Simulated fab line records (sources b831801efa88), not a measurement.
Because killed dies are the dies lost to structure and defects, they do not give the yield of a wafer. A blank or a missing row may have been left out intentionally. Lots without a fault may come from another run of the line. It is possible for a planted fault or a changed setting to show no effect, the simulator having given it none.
A single fault, viewed from 2 desks | flow sky130 | what lay behind the numbers comes last; until then each desk has only its own

METROLOGY DESK
What the gauges read, lot by lot, whatever tool the lot ran on: means of the sampled wafers that have a number. If a lot's mean is further than 4 standard deviations from the usual mean, the lot is out of limits and carries the mark OUT (the distance appears in the brackets).
Columns: A = VIA4_W_RS at SKY_VIA4_RS_MEAS_19, usual 0.223 ohm/sq; B = VIA4_W_THK at SKY_VIA4_THK_MEAS_20, usual 520 nm; C = METAL5_ALCU_THK at SKY_METAL5_THK_MEAS_06, usual 1129 nm
lot  | first seen here | A     | B   | C
L368 | day 43 15:28    | 0.231 | 502 | 1133
L369 | day 43 18:48    | 0.232 | 499 | 1128
L371 | day 44 03:29    | 0.219 | 525 | 1136
L373 | day 44 09:28    | 0.225 | 513 | 1125
L374 | day 44 12:45    | 0.218 | 536 | 1127
L375 | day 45 02:49    | 0.228 | 514 | 1159
L377 | day 45 16:12    | 0.217 | 531 | 1150
L378 | day 46 00:25    | 0.219 | 530 | 1133
L379 | day 46 01:37    | 0.218 | 532 | 1126
L383 | day 47 16:11    | 0.217 | 527 | 1130
L385 | day 47 16:28    | 0.218 | 527 | 1117
L384 | day 47 19:58    | 0.228 | 504 | 1128
L388 | day 49 01:04    | 0.220 | 521 | 1150
Result from this desk: across the 13 lots, nothing is out of limits.

AT THE TOOL OWNER'S DESK: pvd sputter-03
The tool's own readings at SKY_METAL5_SPUTTER_03 (material Ti, target thk 5 nm, time 3.3 s): means of the sampled wafers that have a number, for each lot that ran on this tool. If a lot's mean is further than 4 standard deviations from the usual mean, the lot is out of limits and carries the mark OUT (the distance appears in the brackets).
Columns: A = chamber pressure pa at SKY_METAL5_SPUTTER_03, usual 0.3999 Pa; B = throttle valve pct at SKY_METAL5_SPUTTER_03, usual 30.7 %
lot  | first seen here | A                | B
L375 | day 45 03:21    | 0.3993           | 29.6
L377 | day 45 16:47    | 0.4001           | 29.8
L379 | day 46 02:11    | 0.3997           | 29.8
L383 | day 47 16:42    | 0.3494 (-68) OUT | 31.3
L388 | day 49 01:38    | 0.3500 (-67) OUT | 31.9
This desk finds L383, L388 out of limits, L383 being first, at day 47 16:42 (chamber pressure pa at SKY_METAL5_SPUTTER_03). L375, L377, L379: within limits.

ALL TOGETHER
The tool owner's desk could have raised an alarm at day 47 16:42, on L383, L388.
From the metrology desk's view, nothing was out of limits.
The metrology desk holds a record of L383, L388, inside its limits.
All the named lots went through SKY_METAL5_SPUTTER_03 on pvd sputter-03.

WHAT WAS PUT IN BY THE SIMULATOR
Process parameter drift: pvd sputter-03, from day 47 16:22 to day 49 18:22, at SKY_METAL5_SPUTTER_03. A move of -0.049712 in setting chamber pressure pa, from 0.4. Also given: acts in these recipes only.
Shown lots that were struck: L383, L388.
How many hours passed from the start of the fault until each desk's first out-of-limits reading: the tool owner's desk, 0.
